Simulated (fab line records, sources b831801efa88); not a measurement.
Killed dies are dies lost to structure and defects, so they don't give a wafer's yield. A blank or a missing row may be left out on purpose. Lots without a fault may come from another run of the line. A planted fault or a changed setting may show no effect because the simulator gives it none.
Problem report in the 8D (eight disciplines) form, filled by code | flow gf180mcu | the parts of the form that need people (team, actions taken, sign-off) are left out

1. THE PROBLEM
V3_CVD_00_THK at GF_V3_THK_MEAS_01 reads a mean of 304 nm on 2 wafers of 1 lot; wafers without a fault read 600 nm with a standard deviation of 6.3. That is -47 standard deviations from the usual mean.
First seen on wafer L865.1, day 24 00:52, on film_metro-03. The record holds 36 wafers of 12 lots with a number at this step. Rule for "out", or "out of limits": more than 4 standard deviations from the usual mean. The other wafers with a number count as sound.

2. WHAT IT IS AND WHAT IT IS NOT
question                    | is                | is not
which readings at this step | V3_CVD_00_THK     | -
which lots                  | L865              | L858, L859, L860, L869, L870, L871, L874, L876, L878, L879, L881
which wafers of those lots  | L865.1, L865.4    | L865.2
read on which gauges        | film_metro-03     | film_metro-01, film_metro-02
when                        | from day 24 00:52 | up to then (10 sound wafers); but 24 sound wafers of L869, L870, L871, L874, L876, L878, L879, L881 came after

3. SUSPECTS, AND WHAT RULES EACH OUT
Counting: a tool at a process step up to the reading stays a suspect if it ran every lot that is out. Sound lots after the first of them don't rule it out here, since some wafers of a struck lot are sound.
- the gauge at GF_V3_THK_MEAS_01: ruled out. All the wafers that are out were read on film_metro-03, but those of them that GF_V3_CVD_00 has rows for are out there too, on other tools.
- pvd_sputter-01 at GF_M3_SPUTTER_03 (material Ti, target thk 10 nm, time 6.7 s): kept. It ran the lot that is out, L865 (day 23 01:49).
- hdpcvd-02 at GF_V3_CVD_00 (deposits SiO2, target thk 600 nm, time 100 s): kept. It ran the lot that is out, L865 (day 24 00:48); its last sound lot up to then is L860 (day 22 02:01). Its own readings are out on those wafers: sih4_flow_sccm.
- Within hdpcvd-02 at GF_V3_CVD_00: the wafers that are out ran in chamber 2; their sound lot-mates ran in chamber 1.
Left after counting: pvd_sputter-01 at GF_M3_SPUTTER_03, hdpcvd-02 at GF_V3_CVD_00.

4. THE CAUSE (what the simulator had put in)
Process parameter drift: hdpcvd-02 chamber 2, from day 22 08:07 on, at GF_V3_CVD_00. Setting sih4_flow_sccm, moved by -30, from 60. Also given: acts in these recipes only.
Counting left 2 suspects, and this tool is among them.

5. THE CHAIN OF EFFECTS, in route order
Each row: a reading whose mean over the struck wafers that have a number lies more than 3 standard deviations from the usual. Only readings for which the record gives a usual standard deviation are gone through. hours: the time from each lot's start at the first step in this table that gives one to its start at this step, as a median over the lots. sigmas: the change in usual standard deviations.
hours | step              | reading        | usual      | on struck wafers | change | sigmas
0     | GF_V3_CVD_00      | sih4_flow_sccm | 60.01 sccm | 30.02            | -29.99 | -99 or more
0     | GF_V3_THK_MEAS_01 | V3_CVD_00_THK  | 600 nm     | 304              | -296   | -47
The process steps in it:
- GF_V3_CVD_00: deposits SiO2, target thk 600 nm, time 100 s.
Later measuring or inspecting steps at which every struck wafer that the step has a row for has a number for every such reading, and none has moved that far: GF_V3_OVL_MEAS_15.

6. WHAT WOULD HAVE CAUGHT IT SOONER
In this record the first reading out of limits at a measuring or inspecting step was taken at day 24 00:52, 41 hours after the fault began at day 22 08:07.
The tool's own readings at GF_V3_CVD_00 were out on every struck wafer that the step has a row for (sih4_flow_sccm): an alarm limit on them would have fired on the first of those.
All the lots that are out (1) had begun GF_V3_CVD_00 on hdpcvd-02 by day 24 00:52. A hold on the tool at that time would have spared none of them.
